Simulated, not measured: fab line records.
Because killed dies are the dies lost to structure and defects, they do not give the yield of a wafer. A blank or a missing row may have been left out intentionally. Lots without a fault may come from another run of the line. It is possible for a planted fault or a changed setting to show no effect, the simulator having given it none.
Struck lot and sound lot, side by side | flow gf180mcu | 15 out of 602 route steps
Sound: the wafers L513.3, L513.4, L513.5. Struck: wafers L505.1, L505.5, L505.6. The cause is given at the end.
Per side, at each step with rows, come the tool, then ch with its chambers, and then its first start. Under that, the readings that differ: sound wafers | struck wafers | difference of the means | sigmas: that difference in standard deviations of wafers without a fault.
alike: readings with means less than 2 such deviations apart, plus words and numbers identical on both sides. not compared: withheld readings, readings lacking a value on some wafer, bounds such as >300 that could conceal the same value, and numbers that have no deviation in the record and whose values overlap.
The two part at a step that has a row with sigmas, a row that says differs or no value, or rows on one side only. Numbers that don't overlap but have no deviation are shown without sigmas and don't part them. A reading missing from all wafers of one side parts the sides only when that side holds two or more wafers.

first, 3 steps without rows for these wafers: GF_V2_STRIP_18 (strips in O2/N2); GF_V2_STRIP_19 (strips in post etch residue remover, time 1200 s); GF_V2_CLEAN_20 (cleans in DIW).
GF_V2_SPUTTER_21: material Ti, target thk 15 nm, time 80.02 s.
  sound on pvd sputter-02, day 27 10:50; struck on pvd sputter-04, day 24 16:10
  alike: chamber pressure pa, throttle valve pct
then, 1 step without rows for these wafers: GF_V2_SPUTTER_22 (material TiN, target thk 10 nm, time 40 s).
GF_V2_CVD_23: deposits W, target thk 350 nm, time 104.94 s.
  sound on cvd w-01 ch 0,1, day 27 10:58; struck on cvd w-02 ch 0,1, day 24 16:16
  alike: heater power outer w, heater power w
GF_V2_RS_MEAS_24: a four-point-probe measurement.
  sound on film metro-02, day 27 11:05; struck on film metro-02, day 24 16:22
  alike: V2_W_RS
GF_V2_THK_MEAS_25: measures by xrf.
  sound on film metro-02, day 27 11:11; struck on film metro-02, day 24 16:29
  alike: V2_W_THK
GF_V2_CMP_26: polishes, stops on SiO2, t overpolish 15 s, target thk 0 nm.
  sound on cmp-01 ch 0,1,2, day 27 11:37; struck on cmp-02 ch 0,1,3, day 24 16:41
  alike: motor current A, overpolish run s, time to endpoint s
GF_M3_SPUTTER_00: material Ti, target thk 37.5 nm, time 150 s.
  sound on pvd sputter-01, day 27 11:49; struck on pvd sputter-03, day 24 16:53
  alike: chamber pressure pa, throttle valve pct
then, 1 step without rows for these wafers: GF_M3_SPUTTER_01 (material TiN, target thk 30 nm, time 25 s).
GF_M3_SPUTTER_02: material AlCu, target thk 450 nm, time 23.9 s.
  sound on pvd sputter-01, day 27 11:56; struck on pvd sputter-03, day 24 17:01
  alike: chamber pressure pa, throttle valve pct
GF_M3_SPUTTER_03: material Ti, target thk 10 nm, time 6.7 s.
  sound on pvd sputter-01, day 27 11:58; struck on pvd sputter-03, day 24 17:02
  reading                  | sound                | struck               | difference | sigmas
  chamber pressure pa (Pa) | 0.2996 0.2979 0.3006 | 0.3721 0.3723 0.3731 | +0.0731    | +99 or more
  throttle valve pct (%)   | 29.0 30.4 30.4       | 27.2 26.9 27.4       | -2.8       | -4
then, 1 step without rows for these wafers: GF_M3_SPUTTER_04 (material TiN, target thk 50 nm, time 41.7 s).
-- the record jumps here: 8 days lie between the struck wafers' starts before and after (it left off in module M3 and takes up again in module PASSIVATION, whose first step shown is number 602 of the route) --
GF_PASSIVATION_PROBE_99:
  the record has rows for the struck wafers here (prober-01, day 32 14:28) and none for the sound ones

== WHERE THEY PART ==
Earliest at GF_M3_SPUTTER_03; latest, in this record, at GF_PASSIVATION_PROBE_99.

WHY: what the simulator had put in
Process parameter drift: pvd sputter-03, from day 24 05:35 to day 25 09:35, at GF_M3_SPUTTER_03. From 0.3, the setting chamber pressure pa moved by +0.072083. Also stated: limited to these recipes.
